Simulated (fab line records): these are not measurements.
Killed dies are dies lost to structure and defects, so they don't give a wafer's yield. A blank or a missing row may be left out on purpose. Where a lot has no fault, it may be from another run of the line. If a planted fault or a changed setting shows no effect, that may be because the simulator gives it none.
fab line records	flow sky130
record lots=24	wafers=72	lastDay=50
route steps=708 shown VIA1@478 METAL2@484 METAL3@564 METAL4@601
lots that met no fault: from a run of the same line without faults
startH: the number of hours between the record's first day and the start of the first shown wafer of the lot	waitH: hours elapsed since this lot's preceding step	" repeats the value in the row above	L1.1+2: a row that stands for several wafers	- value missing, or start not given	* or withheld: withheld	< > ~ a bound
route shown NAME@n: a module of which the file shows steps, and the number in the route of the first	usual: mean and standard deviation over wafers with no fault	same: alike in all rows	chamber/n: place in a boat	sites: each site's reading	_std_site: standard deviation of those values	_edge_site: outer sites' mean less inner sites'	radiusMm: how far each site lies from the wafer's centre	mask NAME#n: copy n	behind: the most recent tool/chamber to have shaped the wafer	hold: why the lot was held/for how many hours/how that ended	device: which transistor (n, p or np) failed to switch	end of line: the tests these same wafers got at the end of their route	for a step that has no rows: nothing shown but its recipe	killed: at the first sort, the dies lost to defects and structure; wafer yield is something else	map: shows each die of a wafer: x if killed, . if not, _ if none is there
set.NAME: the setting as run; set.NAME@STEP: as run at that earlier step	model.NAME: the simulator's own value behind a step, which no gauge read
route steps across a sampled set of lots; one table per step, one row per wafer
services: from which hour (startH, from the record's first day; less than 0 if before it) a tool's chamber was out of use, for how many hours, and why
## steps
# step SKY_VIA1_SPUTTER_20
# recipe material=TiN	targetThkNm=20	chamberPressurePa=5	powerW=4000	timeS=80
# usual cathodeDcPowerW=4000.0/0.72	throttleValvePct=30.2/1.2
# same timeS=80
lot.wafer	tool	chamber	startH	waitH	cathodeDcPowerW	throttleValvePct
L074.1	pvdSputter-01	-	776.61	0.0	4001.1	30.3
L074.3	"	-	"	"	4001.2	29.8
L074.5	"	-	"	"	4000.9	30.3
L075.2	pvdSputter-01	-	784.23	0.0	4001.1	31.5
L075.5	"	-	"	"	4000.3	30.3
L075.6	"	-	"	"	4001.1	31.3
L076.1	pvdSputter-04	-	800.50	0.0	3999.4	30.8
L076.4	"	-	"	"	3999.8	29.7
L076.5	"	-	"	"	3998.3	30.7
L077.2	pvdSputter-02	-	813.27	0.0	4000.8	30.3
L077.4	"	-	"	"	3997.9	32.2
L077.5	"	-	"	"	4000.8	28.8
L078.1	pvdSputter-02	-	822.38	0.0	3999.7	28.4
L078.5	"	-	"	"	3998.7	32.7
L078.6	"	-	"	"	3999.5	29.4
L079.1	pvdSputter-01	-	824.20	0.0	3998.9	30.1
L079.3	"	-	"	"	4000.5	29.9
L079.4	"	-	"	"	4000.0	31.7
L080.1	pvdSputter-02	-	839.13	0.0	3999.9	32.7
L080.2	"	-	"	"	4000.1	30.3
L080.3	"	-	"	"	4000.2	28.7
L081.1	pvdSputter-04	-	846.24	0.0	4000.3	30.7
L081.2	"	-	"	"	3999.8	31.1
L081.5	"	-	"	"	4000.6	30.6
L082.1	pvdSputter-02	-	849.98	0.0	4000.2	29.2
L082.2	"	-	"	"	4000.2	28.7
L082.4	"	-	"	"	4000.6	30.6
L083.3	pvdSputter-01	-	857.08	0.0	4000.0	30.3
L083.5	"	-	"	"	3999.6	30.1
L083.6	"	-	"	"	4000.1	29.8
L084.1	pvdSputter-01	-	867.48	0.0	4001.3	30.2
L084.2	"	-	"	"	3999.7	31.6
L084.3	"	-	"	"	4000.2	29.8
L086.1	pvdSputter-04	-	872.52	0.0	4000.0	30.8
L086.3	"	-	"	"	4001.2	28.7
L086.5	"	-	"	"	3999.7	28.6
L085.2	pvdSputter-02	-	874.22	0.0	4000.1	29.2
L085.5	"	-	"	"	4001.3	30.6
L085.6	"	-	"	"	3999.2	28.7
L087.1	pvdSputter-04	-	888.02	0.0	3999.0	30.6
L087.3	"	-	"	"	4000.2	30.7
L087.6	"	-	"	"	3999.4	30.7
L088.2	pvdSputter-02	-	889.27	0.0	3999.8	30.2
L088.3	"	-	"	"	4000.7	28.8
L088.4	"	-	"	"	4000.2	29.5
L089.2	pvdSputter-02	-	900.03	0.0	3999.6	28.7
L089.5	"	-	"	"	3999.0	30.2
L089.6	"	-	"	"	3999.3	28.6
L090.3	pvdSputter-04	-	910.88	0.0	4000.5	30.7
L090.5	"	-	"	"	4001.6	30.8
L090.6	"	-	"	"	3999.1	31.0
L091.3	pvdSputter-04	-	912.18	0.0	3999.6	30.9
L091.4	"	-	"	"	4000.6	30.7
L091.6	"	-	"	"	4000.2	28.4
L093.4	pvdSputter-02	-	959.99	0.0	3999.3	28.8
L093.5	"	-	"	"	4000.3	32.4
L093.6	"	-	"	"	3999.6	29.3
L094.1	pvdSputter-04	-	961.27	0.0	4000.7	30.9
L094.3	"	-	"	"	4000.1	28.1
L094.4	"	-	"	"	4000.4	29.4
L092.2	pvdSputter-02	-	961.92	0.0	3999.3	32.5
L092.4	"	-	"	"	3999.6	29.5
L092.5	"	-	"	"	3999.0	28.7
L095.1	pvdSputter-04	-	962.24	0.0	3999.0	28.4
L095.3	"	-	"	"	4000.0	30.8
L095.5	"	-	"	"	4000.1	30.9
L096.2	pvdSputter-04	-	964.74	0.0	4000.4	29.2
L096.3	"	-	"	"	4000.3	30.8
L096.6	"	-	"	"	4000.8	29.1
L097.4	pvdSputter-01	-	969.18	0.0	3999.8	29.9
L097.5	"	-	"	"	3999.9	31.4
L097.6	"	-	"	"	4000.0	30.4
# step SKY_METAL2_SPUTTER_01
# recipe material=TiN	targetThkNm=20	powerW=6500	timeS=17.19	chamberPressurePa=0.4
# usual cathodeDcPowerW=6500.0/1.2	throttleValvePct=30.0/1.4
# same timeS=17.19
lot.wafer	tool	chamber	startH	waitH	cathodeDcPowerW	throttleValvePct
L074.1	pvdSputter-02	-	777.27	0.0	6500.0	28.7
L074.3	"	-	"	"	6500.0	32.5
L074.5	"	-	"	"	6498.3	28.7
L075.2	pvdSputter-03	-	784.88	0.0	6500.2	28.3
L075.5	"	-	"	"	6501.0	28.0
L075.6	"	-	"	"	6501.0	30.1
L076.1	pvdSputter-02	-	801.16	0.0	6500.4	32.4
L076.4	"	-	"	"	6499.2	30.4
L076.5	"	-	"	"	6497.7	30.3
L077.2	pvdSputter-01	-	813.93	0.0	6500.5	30.3
L077.4	"	-	"	"	6500.4	31.4
L077.5	"	-	"	"	6499.5	30.1
L078.1	pvdSputter-03	-	823.04	0.0	6500.0	32.3
L078.5	"	-	"	"	6498.9	28.2
L078.6	"	-	"	"	6501.0	32.0
L079.1	pvdSputter-02	-	824.86	0.0	6499.6	29.3
L079.3	"	-	"	"	6500.8	30.2
L079.4	"	-	"	"	6501.0	28.9
L080.1	pvdSputter-02	-	839.79	0.0	6499.9	30.4
L080.2	"	-	"	"	6498.9	32.4
L080.3	"	-	"	"	6499.3	29.3
L081.1	pvdSputter-01	-	846.89	0.0	6501.5	31.5
L081.2	"	-	"	"	6498.4	30.2
L081.5	"	-	"	"	6501.6	30.3
L082.1	pvdSputter-03	-	850.63	0.0	6499.6	28.1
L082.2	"	-	"	"	6498.0	32.3
L082.4	"	-	"	"	6500.4	28.1
L083.3	pvdSputter-01	-	857.98	0.0	6498.3	30.1
L083.5	"	-	"	"	6502.0	30.1
L083.6	"	-	"	"	6500.5	30.2
L084.1	pvdSputter-01	-	868.19	0.0	6498.0	30.3
L084.2	"	-	"	"	6500.1	30.2
L084.3	"	-	"	"	6499.3	29.9
L086.1	pvdSputter-01	-	873.17	0.0	6500.1	31.6
L086.3	"	-	"	"	6498.9	30.2
L086.5	"	-	"	"	6500.4	30.4
L085.2	pvdSputter-03	-	874.88	0.0	6499.4	28.2
L085.5	"	-	"	"	6499.4	29.7
L085.6	"	-	"	"	6500.9	28.3
L087.1	pvdSputter-03	-	888.67	0.0	6501.2	32.0
L087.3	"	-	"	"	6498.7	29.9
L087.6	"	-	"	"	6499.8	28.0
L088.2	pvdSputter-03	-	889.93	0.0	6498.5	28.1
L088.3	"	-	"	"	6500.6	32.1
L088.4	"	-	"	"	6498.6	30.2
L089.2	pvdSputter-03	-	900.69	0.0	6499.5	29.9
L089.5	"	-	"	"	6499.2	32.3
L089.6	"	-	"	"	6500.3	28.2
L090.3	pvdSputter-01	-	911.54	0.0	6499.7	30.0
L090.5	"	-	"	"	6501.6	30.1
L090.6	"	-	"	"	6498.6	30.0
L091.3	pvdSputter-03	-	913.29	0.0	6499.0	29.8
L091.4	"	-	"	"	6500.1	28.2
L091.6	"	-	"	"	6500.1	32.0
L093.4	pvdSputter-03	-	960.61	0.0	6501.4	29.8
L093.5	"	-	"	"	6502.6	32.2
L093.6	"	-	"	"	6501.7	28.2
L094.1	pvdSputter-01	-	961.92	0.0	6497.4	30.1
L094.3	"	-	"	"	6501.3	31.3
L094.4	"	-	"	"	6500.0	30.1
L092.2	pvdSputter-03	-	962.58	0.0	6499.9	27.9
L092.4	"	-	"	"	6496.6	32.1
L092.5	"	-	"	"	6500.0	32.1
L095.1	pvdSputter-02	-	962.89	0.0	6499.4	29.5
L095.3	"	-	"	"	6500.8	32.8
L095.5	"	-	"	"	6500.2	28.7
L096.2	pvdSputter-01	-	965.40	0.0	6498.9	30.1
L096.3	"	-	"	"	6501.1	31.4
L096.6	"	-	"	"	6498.7	31.6
L097.4	pvdSputter-03	-	969.81	0.0	6502.2	27.8
L097.5	"	-	"	"	6501.6	29.9
L097.6	"	-	"	"	6500.1	28.1
# step SKY_METAL2_METAL_ETCH_19
# recipe targetDepthA=3600	stopOn=SiO2	overEtchFrac=0.3	timeS=78	chemistry=Cl2/BCl3	resistSidewallDeg=88	pressureMtorr=10	icpW=900	biasW=48.5	Cl2_flow_sccm=60	bcl3FlowSccm=30
# usual drypumpMotorCurrentA=5.6/0.59	mfcCl2Sccm=60.04/0.19	oesProductAu=0.855/0.0055	throttleValvePct=22.265/0.0082
# same overEtchFrac=0.3	timeS=78
lot.wafer	tool	chamber	startH	waitH	drypumpMotorCurrentA	mfcCl2Sccm	oesProductAu	rfHoursCounterH	throttleValvePct
L074.1	rieMetal-01	1	804.24	0.0	5.8	60.30	0.856	7	22.271
L074.3	"	0	"	"	5.2	60.23	0.847	-	22.250
L074.5	"	0	"	"	5.2	60.18	0.850	-	22.254
L075.2	rieMetal-02	0	810.25	0.0	6.4	59.98	0.852	5	22.264
L075.5	"	1	"	"	5.4	60.12	0.847	-	22.256
L075.6	"	0	"	"	6.4	60.24	0.854	-	22.257
L076.1	rieMetal-01	0	827.18	0.0	5.1	60.08	0.846	1	22.259
L076.4	"	1	"	"	5.8	60.31	0.855	-	22.252
L076.5	"	1	"	"	5.8	59.95	0.852	-	22.281
L077.2	rieMetal-02	0	840.29	0.0	6.4	59.76	0.855	6	22.268
L077.4	"	1	"	"	5.4	60.01	0.852	-	22.260
L077.5	"	1	"	"	5.4	60.30	0.852	-	22.274
L078.1	rieMetal-03	0	849.83	0.1	6.4	60.08	0.847	1	22.255
L078.5	"	0	"	"	6.4	60.27	0.859	-	22.256
L078.6	"	0	"	"	6.4	59.69	0.858	-	22.266
L079.1	rieMetal-01	0	851.14	0.0	5.1	60.21	0.852	2	22.265
L079.3	"	0	"	"	5.1	60.34	0.849	-	22.255
L079.4	"	1	"	"	5.8	60.17	0.862	-	22.266
L080.1	rieMetal-01	1	866.69	0.0	5.8	60.19	0.857	9	22.285
L080.2	"	0	"	"	5.1	59.72	0.857	3	22.264
L080.3	"	1	"	"	5.8	60.40	0.854	-	22.262
L081.1	rieMetal-03	1	873.28	0.1	4.7	59.89	0.851	7	22.267
L081.2	"	1	"	"	4.7	60.20	0.852	-	22.249
L081.5	"	1	"	"	4.7	60.27	0.849	-	22.261
L082.1	rieMetal-01	1	877.80	0.0	5.8	59.96	0.853	10	22.262
L082.2	"	0	"	"	5.1	60.07	0.858	3	22.263
L082.4	"	0	"	"	5.2	59.73	0.856	-	22.269
L083.3	rieMetal-01	0	884.28	0.1	5.1	59.75	0.851	-	22.261
L083.5	"	0	"	"	5.2	60.12	0.859	-	22.270
L083.6	"	1	"	"	5.8	59.96	0.853	-	22.267
L084.1	rieMetal-03	1	894.59	0.0	4.7	60.24	0.849	8	22.275
L084.2	"	0	"	"	6.4	60.13	0.857	3	22.265
L084.3	"	1	"	"	4.7	60.40	0.860	-	22.277
L086.1	rieMetal-03	0	899.00	0.0	6.4	60.18	0.850	4	22.261
L086.3	"	0	"	"	6.4	60.04	0.855	-	22.259
L086.5	"	1	"	"	4.7	59.76	0.856	-	22.262
L085.2	rieMetal-01	1	900.69	0.0	5.8	59.83	0.865	12	22.264
L085.5	"	0	"	"	5.2	59.80	0.855	-	22.282
L085.6	"	1	"	"	5.8	60.00	0.858	-	22.264
L087.1	rieMetal-01	0	913.65	0.0	5.1	59.92	0.856	5	22.263
L087.3	"	1	"	"	5.8	59.84	0.862	-	22.271
L087.6	"	1	"	"	5.8	59.79	0.852	-	22.262
L088.2	rieMetal-02	0	915.51	0.0	6.3	59.73	0.856	9	22.270
L088.3	"	1	"	"	5.4	60.12	0.851	-	22.243
L088.4	"	0	"	"	6.4	60.36	0.839	-	22.265
L089.2	rieMetal-03	0	926.34	0.0	6.4	60.12	0.857	5	22.263
L089.5	"	0	"	"	6.4	59.98	0.852	-	22.263
L089.6	"	1	"	"	4.7	59.94	0.848	-	22.262
L090.3	rieMetal-01	0	936.87	0.1	5.2	60.05	0.861	-	22.263
L090.5	"	1	"	"	5.8	59.93	0.857	-	22.268
L090.6	"	0	"	"	5.1	60.21	0.854	-	22.260
L091.3	rieMetal-01	1	938.72	0.1	5.8	60.45	0.854	-	22.272
L091.4	"	0	"	"	5.1	59.67	0.847	-	22.282
L091.6	"	0	"	"	5.2	60.05	0.848	-	22.256
L093.4	rieMetal-01	0	984.27	0.1	5.1	59.88	0.861	-	22.272
L093.5	"	1	"	"	5.8	59.76	0.861	-	22.275
L093.6	"	0	"	"	5.1	60.08	0.859	-	22.274
L094.1	rieMetal-02	0	985.44	0.1	6.4	59.84	0.861	12	22.260
L094.3	"	0	"	"	6.4	60.25	0.849	-	22.273
L094.4	"	0	"	"	6.3	60.17	0.848	-	22.276
L092.2	rieMetal-03	0	985.85	0.0	6.4	59.91	0.858	9	22.257
L092.4	"	1	"	"	4.7	60.20	0.849	-	22.273
L092.5	"	0	"	"	6.4	59.63	0.843	-	22.269
L095.1	rieMetal-01	1	986.54	0.0	5.8	59.95	0.855	16	22.268
L095.3	"	0	"	"	5.1	60.17	0.854	-	22.265
L095.5	"	1	"	"	5.7	59.62	0.860	-	22.254
L096.2	rieMetal-02	0	989.07	0.1	6.3	60.07	0.850	13	22.265
L096.3	"	1	"	"	5.4	59.99	0.855	-	22.274
L096.6	"	0	"	"	6.3	60.36	0.851	-	22.273
L097.4	rieMetal-03	0	993.82	0.1	6.4	60.00	0.856	-	22.253
L097.5	"	0	"	"	6.4	59.91	0.856	-	22.280
L097.6	"	1	"	"	4.7	60.01	0.850	-	22.284
# step SKY_METAL3_OVL_MEAS_14
# usual METAL3_OVL=1/4.8
lot.wafer	tool	chamber	startH	waitH	METAL3_OVL[nm]
L074.1	overlay-02	-	884.86	0.1	-3
L074.3	"	-	"	"	2
L074.5	"	-	"	"	-1
L075.2	overlay-02	-	891.67	0.1	5
L075.5	"	-	"	"	4
L075.6	"	-	"	"	1
L076.1	overlay-01	-	907.65	0.1	-3
L076.4	"	-	"	"	-1
L076.5	"	-	"	"	1
L077.2	overlay-02	-	921.82	0.1	-3
L077.4	"	-	"	"	3
L077.5	"	-	"	"	-4
L078.1	overlay-01	-	930.46	0.1	-1
L078.5	"	-	"	"	2
L078.6	"	-	"	"	5
L079.1	overlay-02	-	930.76	0.1	6
L079.3	"	-	"	"	15
L079.4	"	-	"	"	2
L080.1	overlay-02	-	945.26	0.1	-2
L080.2	"	-	"	"	-1
L080.3	"	-	"	"	0
L081.1	overlay-01	-	950.71	0.1	-12
L081.2	"	-	"	"	-12
L081.5	"	-	"	"	-12
L082.1	overlay-01	-	956.70	0.1	0
L082.2	"	-	"	"	-5
L082.4	"	-	"	"	-2
L083.3	overlay-02	-	962.32	0.1	1
L083.5	"	-	"	"	-6
L083.6	"	-	"	"	4
L084.1	overlay-01	-	971.11	0.1	1
L084.2	"	-	"	"	-3
L084.3	"	-	"	"	-1
L086.1	overlay-01	-	975.21	0.1	-1
L086.3	"	-	"	"	4
L086.5	"	-	"	"	3
L085.2	overlay-02	-	978.07	0.1	3
L085.5	"	-	"	"	3
L085.6	"	-	"	"	1
L087.1	overlay-02	-	989.61	0.1	8
L087.3	"	-	"	"	2
L087.6	"	-	"	"	7
L088.2	overlay-02	-	991.26	0.1	-6
L088.3	"	-	"	"	1
L088.4	"	-	"	"	-1
L089.2	overlay-02	-	1001.37	0.1	-5
L089.5	"	-	"	"	0
L089.6	"	-	"	"	-5
L090.3	overlay-01	-	1011.22	0.1	-1
L090.5	"	-	"	"	1
L090.6	"	-	"	"	8
L091.3	overlay-01	-	1013.27	0.1	9
L091.4	"	-	"	"	1
L091.6	"	-	"	"	5
L093.4	overlay-01	-	1056.38	0.1	11
L093.5	"	-	"	"	1
L093.6	"	-	"	"	5
L094.1	overlay-02	-	1056.76	0.1	-1
L094.3	"	-	"	"	-4
L094.4	"	-	"	"	1
L092.2	overlay-02	-	1058.37	0.1	9
L092.4	"	-	"	"	5
L092.5	"	-	"	"	6
L095.1	overlay-02	-	1058.56	0.1	2
L095.3	"	-	"	"	-1
L095.5	"	-	"	"	-3
L096.2	overlay-02	-	1061.12	0.1	8
L096.3	"	-	"	"	5
L096.6	"	-	"	"	7
L097.4	overlay-01	-	1062.58	0.1	-1
L097.5	"	-	"	"	1
L097.6	"	-	"	"	2
# step SKY_METAL4_SPUTTER_03
# recipe material=Ti	targetThkNm=5	powerW=3000	timeS=3.3	chamberPressurePa=0.4
# usual cathodeDcPowerW=3000.0/0.56	throttleValvePct=29.9/1.4
# same timeS=3.3
lot.wafer	tool	chamber	startH	waitH	cathodeDcPowerW	throttleValvePct
L074.1	pvdSputter-04	-	913.96	0.0	3000.1	28.2
L074.3	"	-	"	"	2999.7	30.9
L074.5	"	-	"	"	3000.1	29.5
L075.2	pvdSputter-04	-	920.06	0.0	3000.6	29.5
L075.5	"	-	"	"	3000.5	30.7
L075.6	"	-	"	"	3000.9	31.0
L076.1	pvdSputter-04	-	935.22	0.0	3000.5	30.8
L076.4	"	-	"	"	3000.9	31.0
L076.5	"	-	"	"	3000.6	28.6
L077.2	pvdSputter-04	-	949.84	0.0	3000.9	31.0
L077.4	"	-	"	"	3000.3	30.9
L077.5	"	-	"	"	2999.4	28.4
L078.1	pvdSputter-04	-	957.69	0.0	2999.8	30.6
L078.5	"	-	"	"	2999.6	29.5
L078.6	"	-	"	"	3000.7	28.4
L079.1	pvdSputter-04	-	958.38	0.0	3000.2	28.6
L079.3	"	-	"	"	2999.8	29.2
L079.4	"	-	"	"	2999.8	30.8
L080.1	pvdSputter-04	-	972.59	0.0	2999.2	29.5
L080.2	"	-	"	"	3000.4	28.4
L080.3	"	-	"	"	2999.7	30.9
L081.1	pvdSputter-03	-	977.17	0.0	2999.8	32.2
L081.2	"	-	"	"	3000.1	30.0
L081.5	"	-	"	"	2999.3	32.1
L082.1	pvdSputter-04	-	983.35	0.0	2999.8	30.7
L082.2	"	-	"	"	3000.0	28.4
L082.4	"	-	"	"	3000.2	31.0
L083.3	pvdSputter-02	-	989.04	0.0	3000.0	29.6
L083.5	"	-	"	"	3000.2	29.3
L083.6	"	-	"	"	2999.7	32.5
L084.1	pvdSputter-04	-	997.45	0.0	2999.7	30.6
L084.2	"	-	"	"	3000.2	29.5
L084.3	"	-	"	"	3000.5	30.8
L086.1	pvdSputter-02	-	1001.78	0.0	2999.8	29.1
L086.3	"	-	"	"	2999.6	28.5
L086.5	"	-	"	"	2998.6	30.3
L085.2	pvdSputter-03	-	1009.37	0.0	3000.4	28.1
L085.5	"	-	"	"	3000.1	28.0
L085.6	"	-	"	"	2999.2	32.3
L087.1	pvdSputter-03	-	1015.72	0.0	3000.5	30.0
L087.3	"	-	"	"	3000.1	28.2
L087.6	"	-	"	"	2999.7	32.2
L088.2	pvdSputter-03	-	1017.60	0.0	2999.6	28.0
L088.3	"	-	"	"	2999.6	32.1
L088.4	"	-	"	"	3000.6	29.8
L089.2	pvdSputter-02	-	1026.84	0.0	2999.7	29.4
L089.5	"	-	"	"	2999.9	29.4
L089.6	"	-	"	"	2999.8	28.7
L090.3	pvdSputter-03	-	1036.60	0.0	3000.5	30.0
L090.5	"	-	"	"	2999.5	32.2
L090.6	"	-	"	"	2999.7	28.0
L091.3	pvdSputter-04	-	1038.80	0.0	2999.6	28.3
L091.4	"	-	"	"	3000.3	30.9
L091.6	"	-	"	"	2999.2	28.2
L094.1	pvdSputter-04	-	1080.85	0.0	2999.2	30.6
L094.3	"	-	"	"	3000.5	28.3
L094.4	"	-	"	"	3000.2	29.5
L093.4	pvdSputter-03	-	1081.39	0.0	3000.4	28.1
L093.5	"	-	"	"	2999.9	28.4
L093.6	"	-	"	"	3001.0	29.6
L095.1	pvdSputter-02	-	1082.51	0.0	3001.2	28.3
L095.3	"	-	"	"	2999.6	30.3
L095.5	"	-	"	"	3000.8	29.4
L092.2	pvdSputter-03	-	1082.79	0.0	3000.6	30.0
L092.4	"	-	"	"	2999.0	28.2
L092.5	"	-	"	"	3000.0	30.0
L096.2	pvdSputter-04	-	1085.19	0.0	3000.0	30.8
L096.3	"	-	"	"	3001.0	30.7
L096.6	"	-	"	"	3000.6	31.0
L097.4	pvdSputter-02	-	1086.45	0.0	3000.3	32.6
L097.5	"	-	"	"	2998.5	30.3
L097.6	"	-	"	"	3000.1	32.5
# step SKY_METAL4_SPUTTER_04
# recipe material=TiN	targetThkNm=70	powerW=6647	timeS=58.3	chamberPressurePa=0.4
# usual cathodeDcPowerW=6646.9/1.2	throttleValvePct=30.0/1.4
# same timeS=58.3
lot.wafer	tool	chamber	startH	waitH	cathodeDcPowerW	throttleValvePct
L074.1	pvdSputter-04	-	913.98	0.0	6647.6	28.7
L074.3	"	-	"	"	6644.3	30.6
L074.5	"	-	"	"	6645.6	29.1
L075.2	pvdSputter-04	-	920.07	0.0	6646.8	29.4
L075.5	"	-	"	"	6648.9	30.8
L075.6	"	-	"	"	6647.3	31.0
L076.1	pvdSputter-04	-	935.24	0.0	6646.0	31.0
L076.4	"	-	"	"	6646.0	30.7
L076.5	"	-	"	"	6648.5	28.5
L077.2	pvdSputter-04	-	949.85	0.0	6648.5	30.9
L077.4	"	-	"	"	6646.6	31.1
L077.5	"	-	"	"	6646.2	28.8
L078.1	pvdSputter-04	-	957.71	0.0	6647.1	30.8
L078.5	"	-	"	"	6644.7	29.7
L078.6	"	-	"	"	6646.2	28.2
L079.1	pvdSputter-04	-	958.40	0.0	6644.6	28.8
L079.3	"	-	"	"	6648.8	29.3
L079.4	"	-	"	"	6646.2	30.6
L080.1	pvdSputter-04	-	972.61	0.0	6647.6	29.5
L080.2	"	-	"	"	6646.8	28.2
L080.3	"	-	"	"	6648.5	30.9
L081.1	pvdSputter-03	-	977.19	0.0	6647.8	32.3
L081.2	"	-	"	"	6646.1	29.6
L081.5	"	-	"	"	6647.9	32.1
L082.1	pvdSputter-04	-	983.37	0.0	6644.9	30.7
L082.2	"	-	"	"	6647.3	28.3
L082.4	"	-	"	"	6647.9	30.9
L083.3	pvdSputter-02	-	989.06	0.0	6645.7	29.6
L083.5	"	-	"	"	6644.7	29.3
L083.6	"	-	"	"	6646.3	32.7
L084.1	pvdSputter-04	-	997.47	0.0	6648.5	30.8
L084.2	"	-	"	"	6648.0	29.6
L084.3	"	-	"	"	6645.3	30.8
L086.1	pvdSputter-02	-	1001.79	0.0	6649.8	29.8
L086.3	"	-	"	"	6647.8	28.9
L086.5	"	-	"	"	6646.4	30.4
L085.2	pvdSputter-03	-	1009.39	0.0	6645.6	28.2
L085.5	"	-	"	"	6646.7	28.0
L085.6	"	-	"	"	6647.0	32.3
L087.1	pvdSputter-03	-	1015.74	0.0	6647.5	29.9
L087.3	"	-	"	"	6647.9	28.2
L087.6	"	-	"	"	6647.2	32.0
L088.2	pvdSputter-03	-	1017.62	0.0	6647.1	28.2
L088.3	"	-	"	"	6646.8	32.3
L088.4	"	-	"	"	6646.7	29.9
L089.2	pvdSputter-02	-	1026.86	0.0	6645.0	29.5
L089.5	"	-	"	"	6648.9	29.5
L089.6	"	-	"	"	6646.4	28.8
L090.3	pvdSputter-03	-	1036.62	0.0	6650.1	29.7
L090.5	"	-	"	"	6648.7	32.3
L090.6	"	-	"	"	6645.7	28.4
L091.3	pvdSputter-04	-	1038.81	0.0	6649.0	28.5
L091.4	"	-	"	"	6646.9	30.7
L091.6	"	-	"	"	6647.7	28.3
L094.1	pvdSputter-04	-	1080.87	0.0	6646.5	30.8
L094.3	"	-	"	"	6647.5	28.3
L094.4	"	-	"	"	6646.6	29.5
L093.4	pvdSputter-03	-	1081.41	0.0	6647.0	28.0
L093.5	"	-	"	"	6646.4	28.2
L093.6	"	-	"	"	6648.5	30.0
L095.1	pvdSputter-02	-	1082.53	0.0	6648.1	28.7
L095.3	"	-	"	"	6644.0	30.4
L095.5	"	-	"	"	6648.0	29.3
L092.2	pvdSputter-03	-	1082.81	0.0	6646.2	29.9
L092.4	"	-	"	"	6645.7	28.2
L092.5	"	-	"	"	6645.1	30.2
L096.2	pvdSputter-04	-	1085.21	0.0	6646.3	30.5
L096.3	"	-	"	"	6646.2	30.6
L096.6	"	-	"	"	6647.8	30.8
L097.4	pvdSputter-02	-	1086.47	0.0	6645.9	32.6
L097.5	"	-	"	"	6646.8	30.4
L097.6	"	-	"	"	6645.2	32.6
## services
tool	chamber	startH	hours	kind
rieMetal-03	1	786.18	8.1	repair
rieMetal-01	0	835.39	2.6	repair
rieMetal-03	1	846.14	26.1	repair
rieMetal-03	-	846.47	2.8	pm
pvdSputter-01	-	850.27	3.7	repair
pvdSputter-03	1	866.55	-	consumableReplace:kit
pvdSputter-03	1	866.55	18.0	scheduledDown
pvdSputter-03	1	866.55	18.0	ventCycle
rieMetal-03	0	872.64	5.9	repair
pvdSputter-04	-	882.14	4.5	repair
pvdSputter-02	-	885.21	1.6	repair
rieMetal-02	-	896.74	14.6	pm
pvdSputter-01	-	903.36	0.8	repair
pvdSputter-03	-	935.06	1.5	repair
pvdSputter-02	-	963.30	0.5	repair
pvdSputter-02	-	973.16	1.4	repair
pvdSputter-04	1	983.41	-	consumableReplace:kit
pvdSputter-04	1	983.41	18.0	scheduledDown
pvdSputter-04	1	983.41	18.0	ventCycle
pvdSputter-03	0	989.72	-	consumableReplace:kit
pvdSputter-03	0	989.72	18.0	scheduledDown
pvdSputter-03	0	989.72	18.0	ventCycle
pvdSputter-04	-	1020.55	11.3	repair
pvdSputter-03	3	1082.85	-	consumableReplace:kit
## key
fault none
